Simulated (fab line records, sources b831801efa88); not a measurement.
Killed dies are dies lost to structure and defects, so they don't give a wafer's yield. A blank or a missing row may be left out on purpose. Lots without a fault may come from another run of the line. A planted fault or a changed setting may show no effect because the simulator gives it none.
Chamber matching | flow gf180mcu | GF_CONTACT_CMP_27 on cmp-02: 4 sister chambers
The step polishes, stops on SiO2, t overpolish 15 s, target thk 0 nm. 16 wafers are shown with their chamber, then 8 later ones without.

WAFERS WITH THEIR CHAMBER
wafer  | chamber | motor_current_A (A) | time_to_endpoint_s (s) | overpolish_run_s (s)
L764.1 | 1       | 8.6                 | 76                     | 15.011
L764.4 | 3       | 10.6                | 76                     | 15.005
L764.5 | 1       | 9.0                 | 80                     | 15.002
L766.1 | 2       | 10.9                | 82                     | 14.988
L766.3 | 0       | 12.0                | 83                     | 15.008
L766.6 | 3       | 11.0                | 76                     | 15.000
L767.1 | 0       | 12.1                | 80                     | 15.001
L767.2 | 1       | 8.8                 | 79                     | 14.996
L767.5 | 1       | 8.9                 | 79                     | 15.024
L770.3 | 3       | 10.8                | 78                     | 15.012
L770.5 | 3       | 10.5                | 77                     | 15.008
L770.6 | 2       | 11.0                | 83                     | 15.018
L774.1 | 1       | 9.3                 | 79                     | 14.990
L774.3 | 0       | 11.6                | 85                     | 14.996
L774.5 | 3       | 11.5                | 80                     | 14.992
L777.2 | 0       | 11.9                | 83                     | 15.010

SIGNATURES (means of the wafers above)
reading            | chamber 0 | chamber 1 | chamber 2 | chamber 3 | scatter within a chamber
motor_current_A    | 11.900    | 8.920     | 10.950    | 10.880    | 0.295
time_to_endpoint_s | 82.75     | 78.60     | 82.50     | 77.40     | 1.67
overpolish_run_s   | 15.00375  | 15.00460  | 15.00300  | 15.00340  | 0.0113
Rule: a wafer's distance from a chamber is the root of the sum, over the readings, of the square of ((its reading less the chamber's mean) divided by the reading's scatter). The wafer belongs to the nearest chamber; if the next one is less than 2 further off, it can't be placed. The scatter: the root of (the sum of the squares of (reading less its chamber's mean) over the shown wafers, divided by (wafers less chambers)).

WAFERS WITHOUT THEIR CHAMBER
wafer  | motor_current_A (A) | time_to_endpoint_s (s) | overpolish_run_s (s)
L777.4 | 11.1                | 78                     | 15.000
L777.5 | 11.1                | 83                     | 14.985
L780.2 | 11.5                | 84                     | 15.000
L780.4 | 8.9                 | 82                     | 15.003
L780.6 | 11.2                | 82                     | 15.001
L785.3 | 11.1                | 81                     | 15.004
L785.5 | 10.7                | 83                     | 14.986
L785.6 | 11.4                | 90                     | 14.999

WHICH CHAMBER EACH WENT THROUGH
wafer  | from the rows above          | in truth
L777.4 | can't be placed: 3 or 2      | 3
L777.5 | can't be placed: 2 or 0      | 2
L780.2 | can't be placed: 0 or 2      | 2
L780.4 | 1                            | 1
L780.6 | can't be placed: 2 or 0      | 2
L785.3 | can't be placed: 2 or 3 or 0 | 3
L785.5 | can't be placed: 2 or 3      | 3
L785.6 | can't be placed: 0 or 2      | 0
Placed correctly: 1 of 8. Can't be placed from these rows: 7 (the true chamber is among the candidates in 7). Placed wrongly: 0.
